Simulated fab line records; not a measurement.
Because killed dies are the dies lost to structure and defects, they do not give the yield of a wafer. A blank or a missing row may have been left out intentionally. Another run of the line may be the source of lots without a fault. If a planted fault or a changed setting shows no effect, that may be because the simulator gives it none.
fab line records    flow gf180mcu    part 2 of 2: steps 25 to 34 of 34
[record] lots = 5  wafers = 15  last-day = 33
route steps=602 shown HV_LDD@204 NSD@235
lots untouched by any fault: they come from a run of this same line in which no faults occurred
start-h: hours from the record's opening day to when the first of the lot's shown wafers began    wait-h: hours elapsed since this lot's preceding step    " repeats the value in the row above    L1.1+2: several wafers, shown together as one row    - no value present, or no start provided    * or withheld: withheld    < > ~ a bound
route shown NAME@n: names a module that has steps shown in the file, with the first one's number in the route    usual: the fault-free wafers' mean and standard deviation    same: alike in all rows    chamber/n: place in a boat    sites: the reading at each site    _std_site: the standard deviation of these    _edge_site: the outer-site mean with the inner-site mean subtracted    radius-mm: how far each site lies from the wafer's centre    mask NAME#n: copy n    behind: the tool/chamber that last shaped the wafer    hold: why the lot went on hold/how many hours it stayed there/how the hold came to an end    device: which transistor (n, p or np) failed to switch    end of line: tests of these same wafers at the route's end    a step given without rows: its recipe and nothing more    killed: not the wafer's yield, but the dies lost to structure and defects at the first sort    map: a wafer's dies, marking killed ones x, the rest . and places with no die _
set.NAME: setting as actually run; set.NAME@STEP: the setting as run at that earlier step    model.NAME: the simulator's own value behind a step, which no gauge read
lots seen at some steps along the route; tables by step, rows by wafer
services: a tool's chamber out of use, with start hour (start-h, from the record's first day; less than 0 if before it), hours out, and reason
[[steps]]
[step GF_HV_LDD_RTA_52]
[recipe] temp-c = 1000  time-s = 10  ambient = N2
[usual] lamp-power-pct = 34.3/3  wafer_temp_C_max = 1003.6/1.2
lot.wafer  tool           chamber  start-h  wait-h  lamp-power-pct  wafer_temp_C_max
L075.1     rtp-anneal-01  0        275.79   0.0     31.3            1005.1
L075.4     "              0        "        "       31.4            1004.1
L075.6     "              0        "        "       31.3            1004.9
L079.3     rtp-anneal-02  0        311.86   0.0     37.3            1003.1
L079.5     "              0        "        "       37.3            1002.6
L079.6     "              0        "        "       37.3            1003.0
L080.3     rtp-anneal-01  0        319.94   0.0     31.4            1004.4
L080.4     "              0        "        "       31.4            1005.3
L080.5     "              0        "        "       31.4            1004.8
L088.2     rtp-anneal-02  0        387.42   0.0     37.3            1001.8
L088.4     "              0        "        "       37.3            1002.6
L088.6     "              0        "        "       37.3            1002.2
L094.2     rtp-anneal-02  0        437.75   0.0     37.3            1003.2
L094.4     "              0        "        "       37.3            1002.0
L094.5     "              0        "        "       37.3            1001.6
[step GF_HV_LDD_RS_MEAS_53]
[recipe] thk-meas-gauge = four-point-probe
[usual] HV_LDD_RS = 418.7/0.96
lot.wafer  tool           chamber  start-h  wait-h  HV_LDD_RS[ohm/sq]
L075.1     film-metro-02  -        275.86   0.1     419.9
L075.4     "              -        "        "       418.8
L075.6     "              -        "        "       420.1
L079.3     film-metro-04  -        311.95   0.1     418.1
L079.5     "              -        "        "       418.5
L079.6     "              -        "        "       417.4
L080.3     film-metro-04  -        320.02   0.1     419.0
L080.4     "              -        "        "       418.6
L080.5     "              -        "        "       418.7
L088.2     film-metro-02  -        387.50   0.1     417.3
L088.4     "              -        "        "       418.1
L088.6     "              -        "        "       420.6
L094.2     film-metro-04  -        437.83   0.1     419.2
L094.4     "              -        "        "       418.9
L094.5     "              -        "        "       418.6
[step GF_HV_LDD_CVD_54]
[recipe] material = SiO2  target-thk-nm = 10  precursor = TEOS  temp-c = 680  time-s = 75  pressure-mtorr = 400
lot.wafer   tool      chamber  start-h  wait-h
L075.1+4+6  lpcvd-01  1        275.98   0.1
L079.3+5+6  lpcvd-01  0        312.03   0.1
L080.3+4+5  lpcvd-02  1        320.10   0.1
L088.2+4+6  lpcvd-02  0        387.60   0.1
L094.2+4+5  lpcvd-01  1        437.93   0.1
[step GF_HV_LDD_THK_MEAS_55]
[recipe] reads = SiO2_of_HV_LDD_CVD_54
[usual] HV_LDD_CVD_54_THK = 10.01/0.12
lot.wafer  tool           chamber  start-h  wait-h  HV_LDD_CVD_54_THK[nm]
L075.1     film-metro-02  -        277.00   0.0     10.03
L075.4     "              -        "        "       9.97
L075.6     "              -        "        "       9.94
L079.3     film-metro-01  -        313.10   0.0     10.13
L079.5     "              -        "        "       10.03
L079.6     "              -        "        "       9.99
L080.3     film-metro-04  -        321.14   0.0     10.20
L080.4     "              -        "        "       10.06
L080.5     "              -        "        "       10.13
L088.2     film-metro-04  -        388.63   0.0     10.01
L088.4     "              -        "        "       10.02
L088.6     "              -        "        "       10.00
L094.2     film-metro-02  -        438.96   0.0     10.08
L094.4     "              -        "        "       9.94
L094.5     "              -        "        "       9.87
[step GF_HV_LDD_CVD_56]
[recipe] material = Si3N4  precursor = DCS/NH3  target-thk-nm = 90  temp-c = 770  time-s = 1543  pressure-mtorr = 250
lot.wafer   tool      chamber  start-h  wait-h
L075.1+4+6  lpcvd-01  0        277.06   0.1
L079.3+5+6  lpcvd-01  0        313.14   0.0
L080.3+4+5  lpcvd-02  0        321.18   0.0
L088.2+4+6  lpcvd-02  0        388.68   0.0
L094.2+4+5  lpcvd-01  0        439.01   0.0
[step GF_HV_LDD_THK_MEAS_57]
[recipe] reads = Si3N4_of_HV_LDD_CVD_56
[usual] HV_LDD_CVD_56_THK = 89.9/0.76
lot.wafer  tool           chamber  start-h  wait-h  HV_LDD_CVD_56_THK[nm]
L075.1     film-metro-01  -        278.50   0.0     89.0
L075.4     "              -        "        "       88.7
L075.6     "              -        "        "       88.6
L079.3     film-metro-02  -        314.58   0.0     90.6
L079.5     "              -        "        "       89.8
L079.6     "              -        "        "       89.9
L080.3     film-metro-04  -        322.63   0.0     90.7
L080.4     "              -        "        "       90.7
L080.5     "              -        "        "       90.6
L088.2     film-metro-01  -        390.12   0.0     89.5
L088.4     "              -        "        "       90.3
L088.6     "              -        "        "       90.6
L094.2     film-metro-01  -        440.45   0.0     89.6
L094.4     "              -        "        "       89.3
L094.5     "              -        "        "       89.6
[step GF_HV_LDD_ETCHBACK_58]
[recipe] chemistry = CH3F/O2  target = Si3N4  stop-on = SiO2  source-w = 400  bias-w = 80  pressure-mtorr = 25  ch3f-flow-sccm = 40  O2_flow_sccm = 30  time-s = 100  target-depth-a = 900
[usual] drypump-motor-current-A = 5.7/0.35  oes-product-au = 0.842/0.0055  rf-fwd-power-W = 397.6/1.3  throttle-valve-pct = 10.562/0.0092
lot.wafer  tool         chamber  start-h  wait-h  drypump-motor-current-A  oes-product-au  rf-fwd-power-W  rf-hours-counter-h  throttle-valve-pct
L075.1     rie-diel-04  2        278.56   0.1     6.2                      0.839           398.5           0                   10.564
L075.4     "            3        "        "       5.3                      0.844           397.0           -                   10.561
L075.6     "            1        "        "       5.6                      0.834           398.5           -                   10.576
L079.3     rie-diel-03  0        314.62   0.0     6.0                      0.846           397.7           24                  10.565
L079.5     "            2        "        "       5.1                      0.837           398.1           -                   10.575
L079.6     "            3        "        "       5.7                      0.837           397.7           -                   10.552
L080.3     rie-diel-03  2        322.67   0.0     5.2                      0.854           399.2           17                  10.565
L080.4     "            3        "        "       5.7                      0.850           396.5           10                  10.568
L080.5     "            2        "        "       5.2                      0.832           399.0           -                   10.559
L088.2     rie-diel-03  1        390.17   0.0     6.0                      0.832           398.5           10                  10.567
L088.4     "            0        "        "       6.0                      0.841           398.7           26                  10.574
L088.6     "            1        "        "       6.0                      0.848           395.9           -                   10.561
L094.2     rie-diel-03  0        440.50   0.0     6.1                      0.846           396.7           27                  10.554
L094.4     "            1        "        "       6.0                      0.839           397.1           12                  10.560
L094.5     "            3        "        "       5.7                      0.839           396.3           -                   10.566
[step GF_NSD_DEHYDRATE_00]
[recipe] temp-c = 200  time-s = 60
[usual] resist-line-temp-C = 23.00/0.097
lot.wafer  tool            chamber  start-h  wait-h  resist-line-temp-C
L075.1     litho-track-01  0        287.45   8.9     23.08
L075.4     "               0        "        "       22.93
L075.6     "               0        "        "       22.93
L079.3     litho-track-01  0        325.15   10.5    23.06
L079.5     "               0        "        "       23.04
L079.6     "               0        "        "       22.99
L080.3     litho-track-01  0        332.95   10.2    23.01
L080.4     "               0        "        "       22.92
L080.5     "               0        "        "       22.88
L088.2     litho-track-04  0        401.00   10.8    23.01
L088.4     "               0        "        "       22.87
L088.6     "               0        "        "       22.88
L094.2     litho-track-01  0        451.78   11.2    22.81
L094.4     "               0        "        "       22.78
L094.5     "               0        "        "       23.00
[step GF_NSD_HMDS_01]
[recipe] prime-time-s = 60  prime-temp-c = 120
[usual] resist-line-temp-C = 23.02/0.092
lot.wafer  tool            chamber  start-h  wait-h  resist-line-temp-C
L075.1     litho-track-01  0        287.60   0.1     22.93
L075.4     "               0        "        "       23.07
L075.6     "               0        "        "       23.16
L079.3     litho-track-01  0        325.30   0.1     23.06
L079.5     "               0        "        "       23.00
L079.6     "               0        "        "       22.91
L080.3     litho-track-01  0        333.10   0.1     22.94
L080.4     "               0        "        "       22.93
L080.5     "               0        "        "       22.83
L088.2     litho-track-04  0        401.15   0.1     23.08
L088.4     "               0        "        "       22.93
L088.6     "               0        "        "       23.08
L094.2     litho-track-01  0        451.93   0.1     22.96
L094.4     "               0        "        "       23.02
L094.5     "               0        "        "       23.04
[step GF_NSD_COAT_02]
[recipe] resist = NOVOLAK  spin-rpm = 3000  resist-thk-nm = 1000
[usual] resist-line-temp-C = 23.00/0.099
lot.wafer  tool            chamber  start-h  wait-h  resist-line-temp-C
L075.1     litho-track-01  0        287.75   0.1     22.81
L075.4     "               0        "        "       22.86
L075.6     "               0        "        "       22.72
L079.3     litho-track-01  0        325.45   0.1     22.99
L079.5     "               0        "        "       23.03
L079.6     "               0        "        "       22.88
L080.3     litho-track-01  0        333.25   0.1     23.06
L080.4     "               0        "        "       23.15
L080.5     "               0        "        "       23.10
L088.2     litho-track-04  0        401.30   0.1     22.91
L088.4     "               0        "        "       23.10
L088.6     "               0        "        "       23.03
L094.2     litho-track-01  0        452.08   0.1     23.04
L094.4     "               0        "        "       23.01
L094.5     "               0        "        "       23.16
[[services]]
tool              chamber  start-h  hours  kind
plasma-asher-02   -        222.97   3.9    repair
iline-stepper-01  0        237.98   -      calibration
implanter-04      -        254.76   10.5   repair
plasma-asher-01   -        266.18   3.3    repair
rie-diel-04       0        277.04   2.0    repair
iline-stepper-01  -        285.94   1.7    pm
implanter-02      -        291.25   5.2    repair
lpcvd-01          -        295.73   1.5    repair
rie-diel-04       0        324.33   6.3    repair
rie-diel-04       2        348.48   21.9   repair
iline-stepper-02  -        364.24   1.7    pm
rie-diel-04       1        375.48   2.9    repair
iline-stepper-02  -        377.13   14.6   repair
implanter-02      -        382.27   2.5    repair
implanter-04      -        383.06   1.4    repair
rie-diel-03       2        391.60   8.4    repair
implanter-04      -        399.94   4.0    pm
wet-bench-03      -        405.03   4.1    repair
implanter-02      -        413.83   6.5    repair
rie-diel-04       0        417.38   10.6   repair
plasma-asher-04   -        421.25   9.0    pm
plasma-asher-04   0        421.25   9.0    vent-cycle
plasma-asher-04   1        421.25   9.0    vent-cycle
implanter-02      -        429.87   2.2    repair
